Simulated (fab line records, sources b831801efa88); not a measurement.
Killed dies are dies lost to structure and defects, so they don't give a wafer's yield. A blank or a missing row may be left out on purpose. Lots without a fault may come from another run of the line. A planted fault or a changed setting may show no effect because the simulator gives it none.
Problem report in the 8D (eight disciplines) form, filled by code | flow sky130 | the parts of the form that need people (team, actions taken, sign-off) are left out

1. THE PROBLEM
strip_time_to_endpoint_s at SKY_CAP2M_STRIP_14 reads a mean of 11.80 s on 3 wafers of 3 lots; wafers without a fault read 12.59 s with a standard deviation of 0.049. That is -16 standard deviations from the usual mean.
The step: strips in O2/N2.
First seen on wafer L570.6, day 42 22:43, on plasma_asher-04. The record holds 34 wafers of 12 lots with a number at this step. Rule for "out", or "out of limits": more than 4 standard deviations from the usual mean. The other wafers with a number count as sound.

2. WHAT IT IS AND WHAT IT IS NOT
question                    | is                                                | is not
which readings at this step | strip_time_to_endpoint_s                          | drypump_motor_current_A, n2_flow_sccm
which lots                  | L570, L571, L572                                  | L563, L565, L566, L575, L579, L581, L582, L584, L586
which wafers of those lots  | L570.6, L571.6, L572.6                            | L570.2, L570.3, L571.1, L572.1
read on which tools         | plasma_asher-01, plasma_asher-03, plasma_asher-04 | -
when                        | from day 42 22:43                                 | up to then (11 sound wafers); but 20 sound wafers of L571, L572, L575, L579, L581, L582, L584, L586 came after

3. SUSPECTS, AND WHAT RULES EACH OUT
Counting: a tool at a process step up to the reading stays a suspect if it ran every lot that is out. Sound lots after the first of them don't rule it out here, since some wafers of a struck lot are sound.
- litho_track-03 at SKY_CAP2M_COAT_07 (resist thk 1140 nm): kept. It ran every lot that is out, first L570 (day 42 11:19); its last sound lot up to then is L566 (day 41 14:03).
Left after counting: litho_track-03 at SKY_CAP2M_COAT_07.

4. THE CAUSE (what the simulator had put in)
Process parameter drift: litho_track-03, from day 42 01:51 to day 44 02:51, at SKY_CAP2M_COAT_07. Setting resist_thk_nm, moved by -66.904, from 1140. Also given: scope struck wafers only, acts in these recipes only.
Counting left only this tool.

5. THE CHAIN OF EFFECTS, in route order
Each row: a reading whose mean over the struck wafers that have a number lies more than 3 standard deviations from the usual. Only readings for which the record gives a usual standard deviation are gone through. hours: the time from each lot's start at the first step in this table that gives one to its start at this step, as a median over the lots. sigmas: the change in usual standard deviations.
hours | step               | reading                  | usual   | on struck wafers | change | sigmas
0     | SKY_CAP2M_STRIP_14 | strip_time_to_endpoint_s | 12.59 s | 11.80            | -0.79  | -16
The process steps in it:
- SKY_CAP2M_STRIP_14: strips in O2/N2.

6. WHAT WOULD HAVE CAUGHT IT SOONER
In this record the first reading out of limits was taken at day 42 22:43, 21 hours after the fault began at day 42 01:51.
Of the tool readings at SKY_CAP2M_COAT_07 for which the record gives a usual standard deviation, none was out on any struck wafer, so an alarm limit of 4 standard deviations on them would not have fired.
Of the lots that are out (3), L571, L572 began SKY_CAP2M_COAT_07 on litho_track-03 after day 42 22:43. A hold on the tool at that time would have spared those 2.
